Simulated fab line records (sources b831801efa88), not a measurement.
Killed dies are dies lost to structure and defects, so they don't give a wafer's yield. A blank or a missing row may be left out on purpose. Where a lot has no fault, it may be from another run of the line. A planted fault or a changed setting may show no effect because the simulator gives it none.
fab line records	flow sky130
record lots=12	wafers=36	last-day=49
route steps=708 shown VT_ADJUST_HVTP@89 SONOS_ONO@169 LDD_P@265
lots with no fault: from the same line, run without faults
start-h: hours from the record's opening day to when the first of the lot's shown wafers began	wait-h: hours since the lot's step before	" unchanged from the row above	L1.1+2: several wafers, shown together as one row	- no value present, or no start provided	* or withheld: withheld	< > ~ a bound
route shown NAME@n: names a module that has steps shown in the file, with the first one's number in the route	usual: mean/standard deviation of fault-free wafers	same: alike in all rows	chamber/n: place in a boat	sites: the reading at each site	_std_site: how widely they spread, as a standard deviation	_edge_site: outer sites' mean less inner sites'	radius-mm: how far each site lies from the wafer's centre	mask NAME#n: copy n	behind: the most recent tool/chamber to have shaped the wafer	hold: reason for holding the lot/hours on hold/outcome of the hold	device: transistor that didn't switch, given as n, p or np	end of line: at the end of the route, the tests of the same wafers	a step without rows: its recipe alone	killed: at the first sort, the dies lost to defects and structure; wafer yield is something else	map: a wafer's dies, marking killed ones x, the rest . and places with no die _
set.NAME: the setting the step ran with; set.NAME@STEP: the setting that earlier step ran with	model.NAME: the simulator's own value behind a step, which no gauge read
one table for each step of the route and one row for each wafer, over a sample of lots
services: from which hour (start-h, from the record's first day; less than 0 if before it) a tool's chamber was out of use, for how many hours, and why
## steps
# step SKY_VT_ADJUST_HVTP_EXPOSE_04
# recipe mask-id=HVTPM	na=0.6	source-shape=conventional	sigma-outer=0.6	polarization=unpolarized	target-cd-nm=380	dose-mj=140
# usual stage-vel-mm-s=500.00/0.28
# same sigma-outer=0.6
lot.wafer	tool	chamber	start-h	wait-h	mask	stage-vel-mm-s
L556.1	iline-stepper-02	0	113.39	-	HVTPM#0	499.77
L556.4	"	0	"	"	HVTPM#0	499.82
L556.5	"	0	"	"	HVTPM#0	499.88
L557.2	iline-stepper-02	0	120.61	-	HVTPM#0	500.08
L557.3	"	0	"	"	HVTPM#0	499.95
L557.5	"	0	"	"	HVTPM#0	500.24
L559.1	iline-stepper-01	0	136.41	-	HVTPM#0	500.00
L559.3	"	0	"	"	HVTPM#0	500.21
L559.5	"	0	"	"	HVTPM#0	499.92
L560.2	iline-stepper-01	0	137.93	-	HVTPM#0	500.16
L560.5	"	0	"	"	HVTPM#0	500.22
L560.6	"	0	"	"	HVTPM#0	499.51
L566.3	iline-stepper-02	0	179.93	-	HVTPM#0	500.61
L566.4	"	0	"	"	HVTPM#0	499.88
L566.5	"	0	"	"	HVTPM#0	500.05
L567.2	iline-stepper-02	0	185.20	-	HVTPM#0	500.20
L567.4	"	0	"	"	HVTPM#0	499.77
L567.5	"	0	"	"	HVTPM#0	499.93
L568.2	iline-stepper-02	0	190.10	-	HVTPM#0	500.07
L568.4	"	0	"	"	HVTPM#0	499.89
L568.6	"	0	"	"	HVTPM#0	499.81
L572.2	iline-stepper-01	0	212.56	-	HVTPM#0	499.61
L572.3	"	0	"	"	HVTPM#0	499.35
L572.5	"	0	"	"	HVTPM#0	500.03
L575.1	iline-stepper-01	0	227.55	-	HVTPM#0	499.86
L575.5	"	0	"	"	HVTPM#0	499.91
L575.6	"	0	"	"	HVTPM#0	499.79
L576.1	iline-stepper-01	0	235.89	-	HVTPM#0	499.47
L576.3	"	0	"	"	HVTPM#0	499.75
L576.5	"	0	"	"	HVTPM#0	499.63
L577.1	iline-stepper-01	0	239.39	-	HVTPM#0	499.81
L577.4	"	0	"	"	HVTPM#0	499.98
L577.5	"	0	"	"	HVTPM#0	500.04
L578.2	iline-stepper-01	0	244.46	-	HVTPM#0	500.45
L578.3	"	0	"	"	HVTPM#0	500.29
L578.6	"	0	"	"	HVTPM#0	500.13
# step SKY_VT_ADJUST_HVTP_OVL_MEAS_08
# usual VT_ADJUST_HVTP_OVL=-0.2/1.6
lot.wafer	tool	chamber	start-h	wait-h	hold	VT_ADJUST_HVTP_OVL[nm]
L556.1	overlay-02	-	122.28	0.1	-	0.5
L556.4	"	-	"	"	-	1.0
L556.5	"	-	"	"	-	1.9
L557.2	overlay-01	-	130.15	0.1	-	-2.3
L557.3	"	-	"	"	-	-2.4
L557.5	"	-	"	"	-	-2.9
L559.1	overlay-01	-	146.16	0.1	-	-2.0
L559.3	"	-	"	"	-	-1.3
L559.5	"	-	"	"	-	-1.0
L560.2	overlay-02	-	147.75	0.1	-	1.2
L560.5	"	-	"	"	-	1.1
L560.6	"	-	"	"	-	1.8
L566.3	overlay-01	-	189.94	0.1	await-dispo/0.2h/release	41.9
L566.4	"	-	"	"	await-dispo/0.2h/release	41.7
L566.5	"	-	"	"	await-dispo/0.2h/release	41.2
L566.3	overlay-01	-	190.15	0.2	-	42.1
L566.4	"	-	"	"	-	41.9
L566.5	"	-	"	"	-	41.0
L567.2	overlay-02	-	195.71	0.1	await-dispo/0.2h/release	43.0
L567.4	"	-	"	"	await-dispo/0.2h/release	42.4
L567.5	"	-	"	"	await-dispo/0.2h/release	42.4
L567.2	overlay-02	-	195.92	0.2	-	43.0
L567.4	"	-	"	"	-	42.5
L567.5	"	-	"	"	-	42.2
L568.2	overlay-02	-	200.69	0.1	await-dispo/0.2h/release	47.1
L568.4	"	-	"	"	await-dispo/0.2h/release	47.6
L568.6	"	-	"	"	await-dispo/0.2h/release	44.9
L568.2	overlay-02	-	200.89	0.2	-	46.5
L568.4	"	-	"	"	-	47.2
L568.6	"	-	"	"	-	44.3
L572.2	overlay-02	-	222.80	0.1	-	0.3
L572.3	"	-	"	"	-	-2.0
L572.5	"	-	"	"	-	1.1
L575.1	overlay-02	-	238.60	0.1	-	-1.3
L575.5	"	-	"	"	-	-3.2
L575.6	"	-	"	"	-	-2.9
L576.1	overlay-01	-	246.63	0.1	-	-0.8
L576.3	"	-	"	"	-	-0.7
L576.5	"	-	"	"	-	-0.3
L577.1	overlay-02	-	250.33	0.1	-	-0.1
L577.4	"	-	"	"	-	1.2
L577.5	"	-	"	"	-	0.7
L578.2	overlay-01	-	255.85	0.1	-	-1.1
L578.3	"	-	"	"	-	-0.2
L578.6	"	-	"	"	-	-0.9
# step SKY_SONOS_ONO_THK_MEAS_01
# recipe reads=SiO2_of_SONOS_ONO_OXIDATION_00
# usual SONOS_ONO_OXIDATION_THK=2.61/0.065
lot.wafer	tool	chamber	start-h	wait-h	SONOS_ONO_OXIDATION_THK[nm]
L556.1	film-metro-01	-	253.49	0.0	2.63
L556.4	"	-	"	"	2.56
L556.5	"	-	"	"	2.61
L557.2	film-metro-03	-	262.07	0.0	2.68
L557.3	"	-	"	"	2.69
L557.5	"	-	"	"	2.60
L559.1	film-metro-01	-	282.31	0.0	2.69
L559.3	"	-	"	"	2.62
L559.5	"	-	"	"	2.59
L560.2	film-metro-01	-	282.38	0.1	2.61
L560.5	"	-	"	"	2.62
L560.6	"	-	"	"	2.69
L566.3	film-metro-02	-	331.32	0.0	2.45
L566.4	"	-	"	"	2.52
L566.5	"	-	"	"	2.53
L567.2	film-metro-02	-	341.06	0.0	2.56
L567.4	"	-	"	"	2.62
L567.5	"	-	"	"	2.59
L568.2	film-metro-02	-	346.72	0.0	2.58
L568.4	"	-	"	"	2.57
L568.6	"	-	"	"	2.57
L572.2	film-metro-02	-	382.38	0.0	2.75
L572.3	"	-	"	"	2.69
L572.5	"	-	"	"	2.73
L575.1	film-metro-03	-	399.02	0.0	2.54
L575.5	"	-	"	"	2.58
L575.6	"	-	"	"	2.47
L576.1	film-metro-03	-	405.68	0.0	2.63
L576.3	"	-	"	"	2.69
L576.5	"	-	"	"	2.59
L577.1	film-metro-03	-	414.23	0.0	2.62
L577.4	"	-	"	"	2.67
L577.5	"	-	"	"	2.65
L578.2	film-metro-01	-	414.24	0.0	2.58
L578.3	"	-	"	"	2.61
L578.6	"	-	"	"	2.63
# step SKY_LDD_P_STRIP_10
# recipe chemistry=O2/N2	power-w=1400	pressure-mtorr=1500	platen-temp-c=withheld	o2-flow-sccm=3000	n2-flow-sccm=300	overash-fraction=0.5
# usual drypump-motor-current-A=5.9/0.44	oes-product-au=0.716/0.0044	strip-time-to-endpoint-s=14.16/0.036
lot.wafer	tool	chamber	start-h	wait-h	drypump-motor-current-A	oes-product-au	rf-hours-counter-h	strip-time-to-endpoint-s
L556.1	plasma-asher-03	0	431.59	0.1	5.5	0.713	29	14.12
L556.4	"	1	"	"	6.6	0.709	-	14.16
L556.5	"	0	"	"	5.4	0.720	-	14.16
L557.2	plasma-asher-01	0	446.78	0.1	5.5	0.716	77	14.15
L557.3	"	1	"	"	6.0	0.716	-	14.21
L557.5	"	1	"	"	6.0	0.716	-	14.16
L559.1	plasma-asher-02	0	471.24	0.1	6.3	0.715	4	14.22
L559.3	"	1	"	"	5.4	0.719	-	14.18
L559.5	"	0	"	"	6.2	0.715	-	14.19
L560.2	plasma-asher-02	1	472.24	0.1	5.4	0.717	4	14.19
L560.5	"	1	"	"	5.4	0.706	-	14.17
L560.6	"	0	"	"	6.3	0.712	-	14.16
L566.3	plasma-asher-03	0	536.81	0.1	5.4	0.721	-	14.17
L566.4	"	1	"	"	6.6	0.717	-	14.11
L566.5	"	0	"	"	5.4	0.716	-	14.14
L568.2	plasma-asher-03	0	542.08	0.1	5.5	0.722	39	14.18
L568.4	"	0	"	"	5.4	0.714	-	14.15
L568.6	"	1	"	"	6.6	0.711	-	14.18
L567.2	plasma-asher-01	0	542.49	0.1	5.6	0.715	86	14.21
L567.4	"	1	"	"	6.0	0.725	-	14.17
L567.5	"	0	"	"	5.5	0.720	-	14.18
L572.2	plasma-asher-02	1	579.88	0.1	5.4	0.711	15	14.15
L572.3	"	1	"	"	5.4	0.726	-	14.17
L572.5	"	1	"	"	5.4	0.717	-	14.14
L575.1	plasma-asher-01	0	590.79	0.1	5.5	0.715	92	14.09
L575.5	"	1	"	"	6.1	0.714	-	14.15
L575.6	"	0	"	"	5.5	0.717	-	14.11
L576.1	plasma-asher-03	1	597.59	0.1	6.6	0.717	45	14.22
L576.3	"	1	"	"	6.5	0.713	-	14.18
L576.5	"	1	"	"	6.6	0.718	-	14.20
L577.1	plasma-asher-01	0	609.78	0.1	5.6	0.714	93	14.21
L577.4	"	0	"	"	5.6	0.712	-	14.22
L577.5	"	1	"	"	6.0	0.718	-	14.20
L578.2	plasma-asher-03	1	611.28	0.1	6.6	0.722	46	14.13
L578.3	"	1	"	"	6.6	0.716	-	14.12
L578.6	"	1	"	"	6.6	0.713	-	14.14
# step SKY_LDD_P_TW_MEAS_11
# usual LDD_P_TW=640/6.2
lot.wafer	tool	chamber	start-h	wait-h	LDD_P_TW
L556.1	film-metro-04	-	431.69	0.1	651
L556.4	"	-	"	"	652
L556.5	"	-	"	"	654
L557.2	film-metro-02	-	446.89	0.1	635
L557.3	"	-	"	"	637
L557.5	"	-	"	"	635
L559.1	film-metro-03	-	471.34	0.1	640
L559.3	"	-	"	"	642
L559.5	"	-	"	"	639
L560.2	film-metro-02	-	472.35	0.1	635
L560.5	"	-	"	"	636
L560.6	"	-	"	"	631
L566.3	film-metro-02	-	536.90	0.1	638
L566.4	"	-	"	"	633
L566.5	"	-	"	"	638
L568.2	film-metro-04	-	542.19	0.1	649
L568.4	"	-	"	"	649
L568.6	"	-	"	"	651
L567.2	film-metro-03	-	542.60	0.1	635
L567.4	"	-	"	"	636
L567.5	"	-	"	"	635
L572.2	film-metro-03	-	579.99	0.1	640
L572.3	"	-	"	"	640
L572.5	"	-	"	"	638
L575.1	film-metro-02	-	590.89	0.1	632
L575.5	"	-	"	"	631
L575.6	"	-	"	"	637
L576.1	film-metro-02	-	597.69	0.1	634
L576.3	"	-	"	"	633
L576.5	"	-	"	"	637
L577.1	film-metro-02	-	609.88	0.1	633
L577.4	"	-	"	"	635
L577.5	"	-	"	"	634
L578.2	film-metro-02	-	611.39	0.1	635
L578.3	"	-	"	"	635
L578.6	"	-	"	"	635
## services
tool	chamber	start-h	hours	kind
plasma-asher-03	-	108.75	9.0	pm
plasma-asher-03	0	108.75	9.0	vent-cycle
iline-stepper-02	-	118.72	1.7	pm
iline-stepper-02	-	199.82	4.4	pm
iline-stepper-01	-	205.96	1.6	repair
plasma-asher-03	-	206.60	14.6	pm
iline-stepper-02	-	226.91	17.1	repair
plasma-asher-01	-	229.97	1.5	repair
iline-stepper-01	-	277.12	1.7	pm
iline-stepper-02	-	331.69	8.9	pm
iline-stepper-02	-	340.58	1.7	pm
plasma-asher-02	-	421.25	9.0	pm
plasma-asher-03	-	441.05	2.8	pm
iline-stepper-02	-	455.15	1.5	repair
iline-stepper-02	-	480.31	2.1	pm
iline-stepper-01	-	495.30	1.7	pm
iline-stepper-01	-	496.97	4.4	pm
plasma-asher-02	-	508.92	0.9	repair
plasma-asher-01	-	515.41	1.2	repair
iline-stepper-02	-	555.08	1.7	pm
plasma-asher-03	-	559.82	6.0	repair
plasma-asher-02	-	563.77	1.5	repair
plasma-asher-02	-	575.95	0.7	repair
iline-stepper-02	-	591.78	4.2	repair
## key
first-sign step=SKY_VT_ADJUST_HVTP_OVL_MEAS_08	reading=visit	direction=added
effect step=SKY_VT_ADJUST_HVTP_OVL_MEAS_08	reading=VT_ADJUST_HVTP_OVL	direction=up	sigmas=28	usual=-0.2	struck=43.6
met-at SKY_VT_ADJUST_HVTP_EXPOSE_04
struck-lots L566,L567,L568
tester-left-out L566,L567,L568
not-acting-at SKY_SONOS_ONO_THK_MEAS_01,SKY_LDD_P_STRIP_10,SKY_LDD_P_TW_MEAS_11
onset-between 120.61 179.93
fault kind=scanner-matching-overlay	tool=iline-stepper-02	chamber=-	onset-h=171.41	steps=SKY_VT_ADJUST_HVTP_EXPOSE_04	offset=44.161
# tester-left-out: of these lots the tester's yield and bins aren't shown, on N5 and GAA mostly nor the transistor test; their killed dies are dies lost to structure and defects alone, not to doping, threshold or leakage, so they don't give the yield
